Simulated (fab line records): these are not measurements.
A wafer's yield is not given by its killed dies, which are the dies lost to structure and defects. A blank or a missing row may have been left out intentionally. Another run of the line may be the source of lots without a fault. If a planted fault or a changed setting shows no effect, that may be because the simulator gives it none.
Problem report in the 8D (eight disciplines) form, filled by code || flow gf180mcu || the parts of the form that need people (team, actions taken, sign-off) are left out

== 1. THE ISSUE ==
At GF_CONTACT_CD_MEAS_14, cd nm averages 202.1 nm over 9 wafers from 3 lots, while fault-free wafers read 219.6 nm, standard deviation 1.7. That is -10 standard deviations from the usual mean.
The step: target cd 220 nm.
First observed at day 19 16:31: wafer L665.2, on cd sem-01. The record holds 21 wafers of 7 lots with a number at this step. Rule for "out" (also "out of limits"): further than 4 standard deviations from the usual mean. The other wafers with a number count as sound.

== 2. WHAT IT IS, AND WHAT IT ISN'T ==
{"question": "which readings at this step", "is": "cd nm", "is not": "-"}
{"question": "which lots", "is": "L665, L666, L668", "is not": "L658, L659, L669, L674"}
{"question": "which wafers of those lots", "is": "all that have a number", "is not": "-"}
{"question": "read on which gauges", "is": "cd sem-01, cd sem-02", "is not": "-"}
{"question": "when", "is": "from day 19 16:31", "is not": "up to then (6 sound wafers); but 6 sound wafers of L669, L674 came after"}

== 3. SUSPECTS, AND WHAT RULES EACH OUT ==
Counting: a tool stays on the suspect list if, at a process step up to the reading, it processed all lots that are out and no sound lot following the first of them.
- the gauge at GF_CONTACT_CD_MEAS_14 has been ruled out. The wafers that are out were read on 2 gauges (cd sem-01, cd sem-02).
- litho track-03 at GF_CONTACT_PEB_12 (peb time 90 s): kept. All lots that are out passed through it, beginning with L665 at day 19 16:10, and no sound lot followed; its final sound lot before that point was L658 at day 16 20:25. Its own heater power total W readings are out on those wafers.
Left after counting: litho track-03 at GF_CONTACT_PEB_12.

== 4. THE CAUSE (what the simulator had put in) ==
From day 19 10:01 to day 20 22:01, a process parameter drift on litho track-03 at GF_CONTACT_PEB_12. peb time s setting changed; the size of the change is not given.
After counting, this tool was the only one left.

== 5. THE EFFECT CHAIN, in route order ==
Each row: a reading where the mean over the struck wafers with a number is more than 3 standard deviations away from the usual. Scope: only readings with a usual standard deviation given in the record; hours: median across lots of the time from each lot's start at the first step in this table that gives one to its start at this step; sigmas: change in usual standard deviations.
{"hours": 0, "step": "GF_CONTACT_PEB_12", "reading": "heater power total W", "usual": "85.70 W", "on struck wafers": 103.75, "change": "+18.05", "sigmas": "+99 or more"}
{"hours": 0, "step": "GF_CONTACT_CD_MEAS_14", "reading": "cd nm", "usual": "219.6 nm", "on struck wafers": 202.1, "change": -17.5, "sigmas": -10}
Its process steps:
- GF_CONTACT_PEB_12: peb time 90 s.
Readings that are blank on the struck wafers while sound wafers have them: plate temp C at GF_CONTACT_PEB_12.
Later measuring or inspecting steps at which every struck wafer that the step has a row for has a number for every such reading, and none has moved that far: GF_CONTACT_OVL_MEAS_15.

== 6. HOW IT WOULD HAVE BEEN CAUGHT EARLIER ==
6 hours passed between the start of the fault at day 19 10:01 and the first reading out of limits at a measuring or inspecting step in this record, taken at day 19 16:31.
Tool's own readings at GF_CONTACT_PEB_12, heater power total W: out on all struck wafers the step has rows for; an alarm limit on them would have tripped on the first.
Among the 3 lots that are out, L666, L668 began GF_CONTACT_PEB_12 on litho track-03 after day 19 16:31. A hold on the tool at that time would have spared those 2.
